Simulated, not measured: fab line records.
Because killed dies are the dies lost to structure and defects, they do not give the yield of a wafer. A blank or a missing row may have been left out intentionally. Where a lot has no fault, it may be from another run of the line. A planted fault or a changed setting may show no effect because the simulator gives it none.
Which of the tools did it? / flow gf180mcu / 13 lots with 38 wafers sampled at 3 steps, on a route of 602 steps

WHAT THE GAUGES SHOWED, per wafer
GF_PSD_RS_MEAS_14: a four-point-probe measurement. Usual: NSD_RS typically reads 46.10 ohm/sq, with standard deviation 0.082.
lot=L711; measured=day 14 04:35; on=film_metro-02; NSD_RS (ohm/sq)=46.11 46.27 46.19; flag=
lot=L712; measured=day 14 11:38; on=film_metro-02; NSD_RS (ohm/sq)=46.11 46.14 46.04; flag=
lot=L715; measured=day 15 14:31; on=film_metro-01; NSD_RS (ohm/sq)=46.18 46.13 46.04; flag=
lot=L714; measured=day 15 17:05; on=film_metro-02; NSD_RS (ohm/sq)=46.19 46.27 46.34; flag=
lot=L716; measured=day 16 01:16; on=film_metro-01; NSD_RS (ohm/sq)=46.05 46.12 46.11; flag=
lot=L717; measured=day 16 08:53; on=film_metro-01; NSD_RS (ohm/sq)=46.20 46.19 46.12; flag=
lot=L719; measured=day 17 01:28; on=film_metro-01; NSD_RS (ohm/sq)=46.09 46.07 46.01; flag=
lot=L720; measured=day 17 06:17; on=film_metro-01; NSD_RS (ohm/sq)=46.07 46.10 46.13; flag=
lot=L721; measured=day 17 20:01; on=film_metro-01; NSD_RS (ohm/sq)=46.14 46.13 46.22; flag=
lot=L725; measured=day 19 18:43; on=film_metro-04; NSD_RS (ohm/sq)=47.45 46.15 46.01 47.53 46.09 46.01; flag=OFF
lot=L729; measured=day 20 12:50; on=film_metro-01; NSD_RS (ohm/sq)=47.44 47.36 47.36 47.29; flag=OFF
lot=L732; measured=day 21 12:43; on=film_metro-04; NSD_RS (ohm/sq)=46.15 46.10 46.17; flag=
lot=L734; measured=day 22 02:19; on=film_metro-01; NSD_RS (ohm/sq)=46.03 46.02 46.07; flag=

GF_SAB_THK_MEAS_01. Usual: SAB_CVD_00_THK typically reads 49.8 nm, with standard deviation 0.7.
lot=L711; measured=day 14 04:49; on=film_metro-01; SAB_CVD_00_THK (nm)=49.4 50.4 49.8; flag=
lot=L712; measured=day 14 11:52; on=film_metro-02; SAB_CVD_00_THK (nm)=50.3 49.4 50.1; flag=
lot=L715; measured=day 15 14:47; on=film_metro-03; SAB_CVD_00_THK (nm)=49.3 50.4 50.7; flag=
lot=L714; measured=day 15 17:20; on=film_metro-01; SAB_CVD_00_THK (nm)=49.9 50.9 51.2; flag=
lot=L716; measured=day 16 01:31; on=film_metro-03; SAB_CVD_00_THK (nm)=49.7 50.7 50.8; flag=
lot=L717; measured=day 16 09:08; on=film_metro-01; SAB_CVD_00_THK (nm)=49.3 50.3 50.8; flag=
lot=L719; measured=day 17 01:42; on=film_metro-02; SAB_CVD_00_THK (nm)=49.8 49.4 50.3; flag=
lot=L720; measured=day 17 06:32; on=film_metro-03; SAB_CVD_00_THK (nm)=49.6 50.5 50.0; flag=
lot=L721; measured=day 17 20:16; on=film_metro-02; SAB_CVD_00_THK (nm)=49.5 50.0 49.8; flag=
lot=L725; measured=day 19 23:08; on=film_metro-02; SAB_CVD_00_THK (nm)=49.5 49.3 51.1; flag=
lot=L729; measured=day 20 19:41; on=film_metro-02; SAB_CVD_00_THK (nm)=49.1 49.8; flag=
lot=L732; measured=day 21 12:58; on=film_metro-03; SAB_CVD_00_THK (nm)=49.1 49.9 49.8; flag=
lot=L734; measured=day 22 02:34; on=film_metro-03; SAB_CVD_00_THK (nm)=49.1 48.6 49.5; flag=

WHICH TOOL RAN EACH LOT (tool, then ch and the chambers of the sampled wafers, then the start)
lot=L711; GF_NSD_IMPLANT_10=implanter-04 ch 0, day 13 08:03
lot=L712; GF_NSD_IMPLANT_10=implanter-02 ch 0, day 13 14:51
lot=L715; GF_NSD_IMPLANT_10=implanter-04 ch 0, day 14 16:23
lot=L714; GF_NSD_IMPLANT_10=implanter-01 ch 0, day 14 18:43
lot=L716; GF_NSD_IMPLANT_10=implanter-04 ch 0, day 15 02:23
lot=L717; GF_NSD_IMPLANT_10=implanter-02 ch 0, day 15 10:10
lot=L719; GF_NSD_IMPLANT_10=implanter-02 ch 0, day 16 02:47
lot=L720; GF_NSD_IMPLANT_10=implanter-02 ch 0, day 16 06:16
lot=L721; GF_NSD_IMPLANT_10=implanter-01 ch 0, day 16 20:32
lot=L725; GF_NSD_IMPLANT_10=implanter-01 ch 0, day 18 17:41
lot=L729; GF_NSD_IMPLANT_10=implanter-01 ch 0, day 19 11:41
lot=L732; GF_NSD_IMPLANT_10=implanter-04 ch 0, day 20 12:14
lot=L734; GF_NSD_IMPLANT_10=implanter-02 ch 0, day 21 02:04
- GF_NSD_IMPLANT_10

AS READ BY THE TOOLS THEMSELVES (means over the sampled wafers that have a number; for cases with no such wafer, the mark the record gives instead)
GF_NSD_IMPLANT_10. Usual: beam_on_s 10.00 s, standard deviation 0.18; faraday_current_uA 2790, standard deviation 49.
lot=L711; tool=implanter-04; beam_on_s (s)=9.92; faraday_current_uA=2800; flag=
lot=L712; tool=implanter-02; beam_on_s (s)=10.08; faraday_current_uA=2771; flag=
lot=L715; tool=implanter-04; beam_on_s (s)=10.13; faraday_current_uA=2759; flag=
lot=L714; tool=implanter-01; beam_on_s (s)=10.08; faraday_current_uA=2769; flag=
lot=L716; tool=implanter-04; beam_on_s (s)=10.03; faraday_current_uA=2790; flag=
lot=L717; tool=implanter-02; beam_on_s (s)=9.98; faraday_current_uA=2791; flag=
lot=L719; tool=implanter-02; beam_on_s (s)=10.12; faraday_current_uA=2758; flag=
lot=L720; tool=implanter-02; beam_on_s (s)=9.93; faraday_current_uA=2808; flag=
lot=L721; tool=implanter-01; beam_on_s (s)=9.98; faraday_current_uA=2788; flag=
lot=L725; tool=implanter-01; beam_on_s (s)=9.25; faraday_current_uA=3053; flag=OFF
lot=L729; tool=implanter-01; beam_on_s (s)=7.85; faraday_current_uA=3554; flag=OFF
lot=L732; tool=implanter-04; beam_on_s (s)=9.87; faraday_current_uA=2826; flag=
lot=L734; tool=implanter-02; beam_on_s (s)=10.01; faraday_current_uA=2785; flag=

THE ANSWER, worked out from the rows above alone
Rule: a lot counts as off when the mean over its wafers that have a number is more than 3 standard deviations away from the usual mean. Also off: a lot with no number at a reading for which 4 or more lots have one. The other lots that the step has rows for count as sound. Order of review: gauges by route order, followed by the tools' own readings, for which a lot's mean as printed above is used. At the first step where some lot is off, the reading lying furthest off is the one used; lots without a number count as furthest.
Off: L725, L729, at GF_PSD_RS_MEAS_14 (NSD_RS).
If a tool, at a process step before that reading, ran all the lots that are off and no sound lot after the first of them, it fits. Not tried: the gauges at GF_PSD_RS_MEAS_14; whatever is off there is also off at GF_NSD_IMPLANT_10, on other tools, and gauge error can't account for it. One fits: implanter-01 at GF_NSD_IMPLANT_10. A fault onset in the window from L721 (day 16 20:32, its last sound lot) to L725 (day 18 17:41, its first lot off) fits.
The tool's own readings at GF_NSD_IMPLANT_10 bear it out: on the lots that are off they differ by more than 5 times the standard deviation of the sound lots' means. beam_on_s reads 8.55 s there against 10.01 s on the sound lots; faraday_current_uA reads 3304 there against 2786 on the sound lots.

WHAT THE SIMULATOR PUT IN
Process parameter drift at GF_NSD_IMPLANT_10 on implanter-01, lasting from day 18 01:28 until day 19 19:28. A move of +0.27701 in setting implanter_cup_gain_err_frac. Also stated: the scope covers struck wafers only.
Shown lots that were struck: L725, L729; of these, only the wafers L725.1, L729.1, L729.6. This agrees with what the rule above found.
